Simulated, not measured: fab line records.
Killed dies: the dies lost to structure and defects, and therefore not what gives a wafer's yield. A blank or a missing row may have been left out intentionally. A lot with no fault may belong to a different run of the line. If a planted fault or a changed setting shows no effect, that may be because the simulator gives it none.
2 desks looking at one fault | flow sky130 | each desk holds nothing but its own numbers, with what lay behind them at the end

== AT THE TOOL OWNER'S DESK: pecvd-02 ==
The tool's own readings at SKY_CAPM_CVD_00 (deposits SiO2, target thk 15.5 nm): means of the sampled wafers that have a number, for each lot that ran on this tool. Any lot whose mean is over 4 standard deviations away from the usual mean is out of limits and marked OUT; that distance is given in the brackets.
Columns: A = heater_power_w at SKY_CAPM_CVD_00, usual 774 W
lot  | first seen here | A
L678 | day 37 20:07    | 629
L685 | day 40 16:04    | 806
L684 | day 40 19:14    | 726
L687 | day 41 11:13    | 678
This desk's verdict: no lot among the 4 shows anything out of limits.

== FROM THE METROLOGY DESK ==
Lot by lot, what the gauges showed, no matter which tool ran the lot: averages of those sampled wafers that carry a number. Any lot whose mean is over 4 standard deviations away from the usual mean is out of limits and marked OUT; that distance is given in the brackets.
Columns: A = METAL2_OVL at SKY_METAL2_OVL_MEAS_16, usual -6 nm; B = CAPM_CVD_00_THK at SKY_CAPM_THK_MEAS_01, usual 15.53 nm
lot  | first seen here | A   | B
L678 | day 36 14:49    | -4  | 15.46
L680 | day 37 13:09    | -10 | 15.78
L685 | day 39 12:19    | -7  | 8.44 (-30) OUT
L684 | day 39 15:25    | -16 | 8.90 (-28) OUT
L687 | day 40 07:10    | -3  | 8.82 (-28) OUT
L689 | day 40 18:25    | -1  | 15.40
L691 | day 40 23:27    | -4  | 15.57
L692 | day 41 05:46    | -11 | 15.71
L693 | day 41 07:52    | -9  | 15.68
L695 | day 41 22:55    | -2  | 15.30
L696 | day 42 05:05    | 0   | 15.31
This desk reports L684, L685, L687 out of limits; the earliest was L685 at day 40 16:05 (CAPM_CVD_00_THK at SKY_CAPM_THK_MEAS_01). In limits: L678, L680, L689, L691, L692, L693, L695, L696.

== ALL TOGETHER ==
The metrology desk could have raised an alarm at day 40 16:05, on L684, L685, L687.
The desk of the tool owner found nothing out of limits.
Tool owner's desk: L684, L685, L687 on record, inside its limits.
On pecvd-02, each named lot ran SKY_CAPM_CVD_00.

== WHAT THE SIMULATOR HAD INSERTED ==
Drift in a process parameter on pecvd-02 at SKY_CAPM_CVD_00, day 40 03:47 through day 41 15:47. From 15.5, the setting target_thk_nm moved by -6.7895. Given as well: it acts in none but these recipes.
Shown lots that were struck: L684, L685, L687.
Hours from the fault's start to each desk's first reading out of limits: the metrology desk, 12.
